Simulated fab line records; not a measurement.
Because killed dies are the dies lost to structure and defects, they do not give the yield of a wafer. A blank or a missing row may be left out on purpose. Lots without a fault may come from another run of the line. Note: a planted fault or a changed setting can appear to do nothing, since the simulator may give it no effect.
Which tool did it? ; flow gf180mcu ; 12 lots with 36 wafers sampled at 6 steps, on a route of 602 steps

## WHAT EACH GAUGE READ, for each wafer
GF_PSD_RS_MEAS_14: the measuring method here is four-point-probe. Usual: NSD_RS typically reads 46.12 ohm/sq, with standard deviation 0.077.
lot;measured;on;NSD_RS (ohm/sq);flag
L301;day 14 05:08;film_metro-02;46.24 46.23 46.23;
L304;day 15 10:01;film_metro-03;46.26 46.24 46.25;
L305;day 15 15:37;film_metro-04;46.22 46.23 46.20;
L306;day 15 21:09;film_metro-02;46.03 46.07 46.05;
L308;day 16 22:41;film_metro-03;46.17 46.16 46.07;
L311;day 18 03:34;film_metro-02;46.18 46.08 46.08;
L313;day 18 14:52;film_metro-03;46.03 46.11 45.99;
L316;day 19 18:16;film_metro-03;47.89 47.88 47.74;OFF
L317;day 20 01:53;film_metro-02;47.73 47.61 47.70;OFF
L318;day 20 08:25;film_metro-04;46.07 46.11 46.21;
L322;day 21 11:46;film_metro-04;46.04 45.93 46.06;
L323;day 22 01:44;film_metro-02;46.10 46.05 46.03;

GF_M2_OVL_MEAS_15. Usual: M2_OVL typically reads -1 nm, with standard deviation 5.4.
lot;measured;on;M2_OVL (nm);flag
L301;day 19 03:14;overlay-02;-7 7 -1;
L304;day 20 13:22;overlay-01;4 7 -3;
L305;day 20 18:54;overlay-01;-7 -7 -3;
L306;day 21 00:41;overlay-01;-3 -3 -8;
L308;day 22 05:05;overlay-02;-14 -14 -4;
L311;day 23 07:29;overlay-01;1 10 -6;
L313;day 23 17:48;overlay-02;2 2 -4;
L316;day 24 19:38;overlay-02;2 6 1;
L317;day 25 04:00;overlay-02;9 2 7;
L318;day 25 08:56;overlay-01;-2 0 -7;
L322;day 26 10:29;overlay-01;-1 3 3;
L323;day 26 22:00;overlay-02;2 -2 -7;

GF_M3_OVL_MEAS_15. Usual: M3_OVL typically reads 0 nm, with standard deviation 6.1.
lot;measured;on;M3_OVL (nm);flag
L301;day 21 06:41;overlay-02;-4 -8 -13;
L304;day 22 16:45;overlay-02;8 0 2;
L305;day 22 21:05;overlay-02;-2 0 -6;
L306;day 23 03:34;overlay-01;0 2 -14;
L308;day 24 05:55;overlay-02;0 -3 0;
L311;day 25 06:56;overlay-02;12 12 8;
L313;day 25 16:59;overlay-02;13 7 6;
L316;day 26 17:25;overlay-02;-5 -6 -7;
L317;day 27 01:02;overlay-02;4 1 2;
L318;day 27 05:32;overlay-02;12 11 8;
L322;day 28 05:38;overlay-01;2 -4 -3;
L323;day 28 16:50;overlay-02;-8 -7 -5;

## EACH LOT AND THE TOOL THAT RAN IT (in order: tool; ch and the chambers of the sampled wafers; start)
lot;GF_NSD_IMPLANT_10;GF_NSD_STRIP_11;GF_M2_SPUTTER_01
L301;implanter-01 ch 0, day 13 09:01;plasma_asher-03 ch 0,1, day 13 09:10;pvd_sputter-04, day 18 03:47
L304;implanter-02 ch 0, day 14 12:47;plasma_asher-04 ch 0,1, day 14 12:55;pvd_sputter-04, day 19 12:36
L305;implanter-03 ch 0, day 14 18:07;plasma_asher-01 ch 0,1, day 14 18:16;pvd_sputter-01, day 19 18:57
L306;implanter-03 ch 0, day 14 23:29;plasma_asher-01 ch 0,1, day 14 23:38;pvd_sputter-01, day 20 00:17
L308;implanter-03 ch 0, day 15 22:31;plasma_asher-01 ch 0,1, day 15 22:40;pvd_sputter-04, day 21 04:58
L311;implanter-02 ch 0, day 17 03:49;plasma_asher-03 ch 0,1, day 17 03:56;pvd_sputter-04, day 22 08:14
L313;implanter-03 ch 0, day 17 14:41;plasma_asher-04 ch 0,1, day 17 14:50;pvd_sputter-02, day 22 18:38
L316;implanter-03 ch 0, day 18 18:01;plasma_asher-04 ch 0,1, day 18 18:10;pvd_sputter-01, day 23 22:11
L317;implanter-03 ch 0, day 19 01:13;plasma_asher-03 ch 1, day 19 01:22;pvd_sputter-04, day 24 05:59
L318;implanter-01 ch 0, day 19 08:16;plasma_asher-04 ch 0,1, day 19 08:25;pvd_sputter-04, day 24 11:05
L322;implanter-02 ch 0, day 20 11:14;plasma_asher-01 ch 0,1, day 20 11:23;pvd_sputter-01, day 25 12:56
L323;implanter-01 ch 0, day 21 00:28;plasma_asher-01 ch 0,1, day 21 00:37;pvd_sputter-01, day 26 01:53
- GF_NSD_IMPLANT_10
- GF_NSD_STRIP_11: strips in O2/N2.
- GF_M2_SPUTTER_01: material TiN, target thk 30 nm, time 25 s.

## AS READ BY THE TOOLS THEMSELVES (means over the sampled wafers that have a number; for cases with no such wafer, the mark the record gives instead)
GF_NSD_IMPLANT_10. Usual: dose_ions_cm2 5e+14, standard deviation 5e+11; faraday_current_uA 2789, standard deviation 54.
lot;tool;dose_ions_cm2;faraday_current_uA;flag
L301;implanter-01;5e+14;2745;
L304;implanter-02;5e+14;2835;
L305;implanter-03;5e+14;2779;
L306;implanter-03;5e+14;2831;
L308;implanter-03;5e+14;2742;
L311;implanter-02;5e+14;2759;
L313;implanter-03;5e+14;2805;
L316;implanter-03;4e+14;2090;OFF
L317;implanter-03;4e+14;2060;OFF
L318;implanter-01;5e+14;2769;
L322;implanter-02;5e+14;2849;
L323;implanter-01;5e+14;2814;

GF_NSD_STRIP_11. Usual: drypump_motor_current_A 5.7 A, standard deviation 0.4; heater_power_w 330 W, standard deviation 29; n2_flow_sccm 299.8 sccm, standard deviation 0.95; oes_product_au 0.487 a.u., standard deviation 0.0047; strip_time_to_endpoint_s 22.96 s, standard deviation 0.045.
lot;tool;drypump_motor_current_A (A);heater_power_w (W);n2_flow_sccm (sccm);oes_product_au (a.u.);strip_time_to_endpoint_s (s);flag
L301;plasma_asher-03;5.7;348;300.1;0.488;22.93;
L304;plasma_asher-04;5.8;346;300.7;0.488;22.97;
L305;plasma_asher-01;5.8;301;300.5;0.489;22.98;
L306;plasma_asher-01;5.3;294;299.7;0.490;22.94;
L308;plasma_asher-01;5.3;298;300.5;0.489;22.97;
L311;plasma_asher-03;5.7;354;299.7;0.487;23.03;
L313;plasma_asher-04;5.8;351;299.9;0.489;22.94;
L316;plasma_asher-04;5.8;352;299.4;0.486;22.77;OFF
L317;plasma_asher-03;5.7;365;299.7;0.491;22.86;
L318;plasma_asher-04;5.8;351;300.6;0.485;22.90;
L322;plasma_asher-01;5.7;298;300.5;0.484;23.00;
L323;plasma_asher-01;5.7;294;299.7;0.486;22.94;

GF_M2_SPUTTER_01. Usual: throttle_valve_pct reads 30.3 % (standard deviation 0.73).
lot;tool;throttle_valve_pct (%);flag
L301;pvd_sputter-04;30.6;
L304;pvd_sputter-04;30.6;
L305;pvd_sputter-01;30.7;
L306;pvd_sputter-01;30.1;
L308;pvd_sputter-04;30.3;
L311;pvd_sputter-04;30.6;
L313;pvd_sputter-02;29.4;
L316;pvd_sputter-01;30.2;
L317;pvd_sputter-04;30.0;
L318;pvd_sputter-04;30.7;
L322;pvd_sputter-01;29.8;
L323;pvd_sputter-01;29.7;

## THE ANSWER, worked out from the rows above alone
Rule: a lot counts as off when the mean over its wafers that have a number is more than 3 standard deviations away from the usual mean. Also off: a lot with no number at a reading for which 4 or more lots have one. Any other lot the step has rows for is counted as sound. First the gauges in route order, then the tools' own readings, where a lot's mean is used as printed above. At the first step where some lot is off, the reading lying furthest off is the one used; lots without a number count as furthest.
Off: L316, L317, seen at GF_PSD_RS_MEAS_14 (NSD_RS).
If a tool, at a process step before that reading, ran all the lots that are off and no sound lot after the first of them, it fits. Not tried: the gauges at GF_PSD_RS_MEAS_14; whatever is off there is also off at GF_NSD_IMPLANT_10, on other tools, and gauge error can't account for it. One candidate fits, namely implanter-03 at GF_NSD_IMPLANT_10. Its last sound lot is L313 (day 17 14:41), its first lot that is off L316 (day 18 18:01): a fault that began between those two fits.
The tool's own readings at GF_NSD_IMPLANT_10 bear it out: on the lots that are off they differ by more than 5 times the standard deviation of the sound lots' means. dose_ions_cm2 reads 4e+14 there against 5e+14 on the sound lots; faraday_current_uA reads 2075 there against 2793 on the sound lots.

## WHAT HAD BEEN PUT IN BY THE SIMULATOR
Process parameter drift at GF_NSD_IMPLANT_10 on implanter-03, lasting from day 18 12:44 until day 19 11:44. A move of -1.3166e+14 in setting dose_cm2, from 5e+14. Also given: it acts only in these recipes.
Lots struck among those shown: L316, L317. The rule above found the same.
